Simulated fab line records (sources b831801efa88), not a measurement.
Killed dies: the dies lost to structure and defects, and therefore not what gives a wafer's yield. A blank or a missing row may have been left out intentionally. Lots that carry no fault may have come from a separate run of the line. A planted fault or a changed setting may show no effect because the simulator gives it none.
One fault seen from 2 desks | flow sky130 | what lay behind the numbers comes last; until then each desk has only its own

== AT THE METROLOGY DESK ==
Lot by lot, what the gauges showed, no matter which tool ran the lot: averages of those sampled wafers that carry a number. The brackets show how far a lot's mean lies from the usual mean; more than 4 standard deviations puts the lot out of limits, marked OUT.
Columns: A = cd nm at SKY_LI_CONTACT_CD_MEAS_12, usual 170.3 nm; B = LI_CONTACT_OVL at SKY_LI_CONTACT_OVL_MEAS_13, usual -2 nm
lot  | first seen here | A     | B
L695 | day 31 02:27    | 168.8 | 1
L696 | day 31 20:36    | 170.5 | 2
L704 | day 34 02:33    | 168.0 | 1
L705 | day 34 08:39    | 167.9 | -3
L710 | day 35 16:34    | 172.6 | -1
L712 | day 36 04:44    | 170.4 | -3
This desk's finding: nothing out of limits on any of the 6 lots.

== FOR THE TOOL OWNER'S DESK: pvd sputter-03 ==
At SKY_LI_CONTACT_SPUTTER_20 (material TiN, target thk 20 nm, time 80 s) the tool's own readings: per lot run on this tool, the mean of the sampled wafers that have a number. The brackets show how far a lot's mean lies from the usual mean; more than 4 standard deviations puts the lot out of limits, marked OUT.
Columns: A = chamber pressure pa at SKY_LI_CONTACT_SPUTTER_20, usual 5.001 Pa; B = throttle valve pct at SKY_LI_CONTACT_SPUTTER_20, usual 30.2 %
lot  | first seen here | A                | B
L695 | day 31 03:07    | 4.995            | 29.5
L704 | day 34 03:13    | 5.061 (+6.0) OUT | 29.3
L705 | day 34 09:18    | 5.054 (+5.3) OUT | 29.5
This desk's verdict: out of limits on L704, L705, starting with L704 at day 34 03:13 (chamber pressure pa at SKY_LI_CONTACT_SPUTTER_20). L695 stayed within limits.

== BROUGHT TOGETHER ==
At day 34 03:13, on L704, L705, the tool owner's desk was in a position to raise an alarm.
From the metrology desk's view, nothing was out of limits.
The metrology desk holds a record of L704, L705, inside its limits.
Every lot named ran SKY_LI_CONTACT_SPUTTER_20 on pvd sputter-03.

== WHAT HAD BEEN PUT IN BY THE SIMULATOR ==
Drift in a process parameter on pvd sputter-03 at SKY_LI_CONTACT_SPUTTER_20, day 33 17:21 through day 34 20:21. The setting chamber pressure pa was moved by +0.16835, starting from 5. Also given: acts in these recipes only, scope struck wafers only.
Lots struck among those shown: L704, L705.
Each desk's first reading out of limits, in hours after the fault started: the tool owner's desk, 10.
